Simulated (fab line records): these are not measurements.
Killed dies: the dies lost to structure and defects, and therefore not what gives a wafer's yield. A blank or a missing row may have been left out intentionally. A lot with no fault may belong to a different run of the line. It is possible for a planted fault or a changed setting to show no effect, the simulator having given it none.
Problem report in the 8D (eight disciplines) form, filled by code || flow sky130 || the parts of the form that need people (team, actions taken, sign-off) are left out

== 1. WHAT WENT WRONG ==
At SKY_VT_ADJUST_LVTN_EXPOSE_15, exposure_dose_mJ_cm2 averages 154.86 over 6 wafers from 2 lots, while fault-free wafers read 163.01, standard deviation 0.15. Measured from the usual mean, that is -54 standard deviations.
The step: exposes mask HVN STD DERIVED, target cd 600 nm.
First seen on wafer L575.1, day 10 18:25, on iline_stepper-02. Wafers with a number at this step in the record: 39, from 13 lots. Rule for "out", or "out of limits": more than 4 standard deviations from the usual mean. The rest of the wafers with a number are treated as sound.

== 2. WHAT IT IS; WHAT IT IS NOT ==
{"question": "which readings at this step", "is": "exposure_dose_mJ_cm2", "is not": "-"}
{"question": "which lots", "is": "L575, L577", "is not": "L563, L564, L565, L566, L567, L569, L571, L580, L581, L582, L583"}
{"question": "which wafers of those lots", "is": "all that have a number", "is not": "-"}
{"question": "read on which tools", "is": "iline_stepper-02", "is not": "iline_stepper-01"}
{"question": "when", "is": "from day 10 18:25", "is not": "up to then (21 sound wafers); but 12 sound wafers of L580, L581, L582, L583 came after"}

== 3. THE SUSPECTS, EACH WITH WHAT RULES IT OUT ==
Counting: a tool at a process step up to the reading stays a suspect if it ran every lot that is out and no sound lot after the first of them.
- iline_stepper-02 at SKY_VT_ADJUST_LVTN_EXPOSE_15 (exposes mask HVN STD DERIVED, target cd 600 nm): kept. Every lot that is out went through it, starting with L575 (day 10 18:25), and after that it ran no sound lot; the last sound lot it ran before then is L566 (day 8 08:13). Its own readings are out on those wafers: exposure_dose_mJ_cm2.
Remaining after the count: iline_stepper-02 at SKY_VT_ADJUST_LVTN_EXPOSE_15.

== 4. THE CAUSE (what the simulator had put in) ==
Process parameter drift: iline_stepper-02, from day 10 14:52 on, at SKY_VT_ADJUST_LVTN_EXPOSE_15. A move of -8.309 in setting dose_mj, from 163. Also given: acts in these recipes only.
This tool alone remained once counting was done.

== 5. THE EFFECT CHAIN, in route order ==
One row per reading whose mean, taken over the struck wafers that have a number, lies over 3 standard deviations from the usual. Only readings for which the record gives a usual standard deviation are gone through. hours: the time from each lot's start at the first step in this table that gives one to its start at this step, as a median over the lots. sigmas: the change in usual standard deviations.
{"hours": 0, "step": "SKY_VT_ADJUST_LVTN_EXPOSE_15", "reading": "exposure_dose_mJ_cm2", "usual": 163.01, "on struck wafers": 154.86, "change": -8.15, "sigmas": -54}
Process steps it contains:
- SKY_VT_ADJUST_LVTN_EXPOSE_15: exposes mask HVN STD DERIVED, target cd 600 nm.
Later measuring or inspecting steps at which every struck wafer that the step has a row for has a number for every such reading, and none has moved that far: SKY_METAL1_THK_MEAS_06, SKY_VIA1_THK_MEAS_23.

== 6. HOW IT WOULD HAVE BEEN CAUGHT EARLIER ==
4 hours passed between the start of the fault at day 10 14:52 and the first reading out of limits in this record, taken at day 10 18:25.
